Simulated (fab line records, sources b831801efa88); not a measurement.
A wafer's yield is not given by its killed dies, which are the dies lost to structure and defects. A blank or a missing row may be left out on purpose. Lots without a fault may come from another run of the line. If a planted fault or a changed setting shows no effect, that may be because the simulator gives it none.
Chamber matching || flow sky130 || cmp-01 running SKY_CONTACT_CMP_04: 4 sister chambers
The step polishes SiO2. 4 wafers are shown with their chamber, then 9 later ones without.

EACH WAFER AND ITS CHAMBER
{"wafer": "L309.5", "chamber": 3, "motor-current-A (A)": 12.9}
{"wafer": "L312.1", "chamber": 2, "motor-current-A (A)": 11.6}
{"wafer": "L312.2", "chamber": 0, "motor-current-A (A)": 12.1}
{"wafer": "L312.4", "chamber": 1, "motor-current-A (A)": 13.9}

WAFERS WITH NO CHAMBER GIVEN
{"wafer": "L316.3", "motor-current-A (A)": 13.2}
{"wafer": "L316.4", "motor-current-A (A)": 13.5}
{"wafer": "L316.6", "motor-current-A (A)": 13.5}
{"wafer": "L318.1", "motor-current-A (A)": 13.7}
{"wafer": "L318.2", "motor-current-A (A)": 12.2}
{"wafer": "L318.6", "motor-current-A (A)": 13.2}
{"wafer": "L322.2", "motor-current-A (A)": 11.8}
{"wafer": "L322.4", "motor-current-A (A)": 12.9}
{"wafer": "L322.5", "motor-current-A (A)": 14.1}

THE CHAMBER EACH PASSED THROUGH
{"wafer": "L316.3", "from the rows above": "can't be placed: 3 or 1", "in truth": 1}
{"wafer": "L316.4", "from the rows above": "can't be placed: 1 or 3", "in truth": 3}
{"wafer": "L316.6", "from the rows above": "can't be placed: 1 or 3", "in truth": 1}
{"wafer": "L318.1", "from the rows above": 1, "in truth": 1}
{"wafer": "L318.2", "from the rows above": "can't be placed: 0 or 2", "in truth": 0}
{"wafer": "L318.6", "from the rows above": "can't be placed: 3 or 1", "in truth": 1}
{"wafer": "L322.2", "from the rows above": "can't be placed: 2 or 0", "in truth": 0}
{"wafer": "L322.4", "from the rows above": 3, "in truth": 3}
{"wafer": "L322.5", "from the rows above": 1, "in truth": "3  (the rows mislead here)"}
2 of 9 placed correctly. Can't be placed from these rows: 6 (the true chamber is among the candidates in 6). Wrongly placed: 1.
How it was worked out, from the rows above alone: a wafer's distance from a chamber is the root of the sum, over the readings, of the square of ((its reading less the chamber's mean) divided by the reading's scatter). If the next closest chamber is less than 2 further off than the closest, the wafer can't be placed; otherwise it belongs to the closest. A chamber's mean is the mean of its shown wafers. The scatter: root of mean squared gap, hidden wafer to nearest shown wafer, with one shown wafer a chamber.
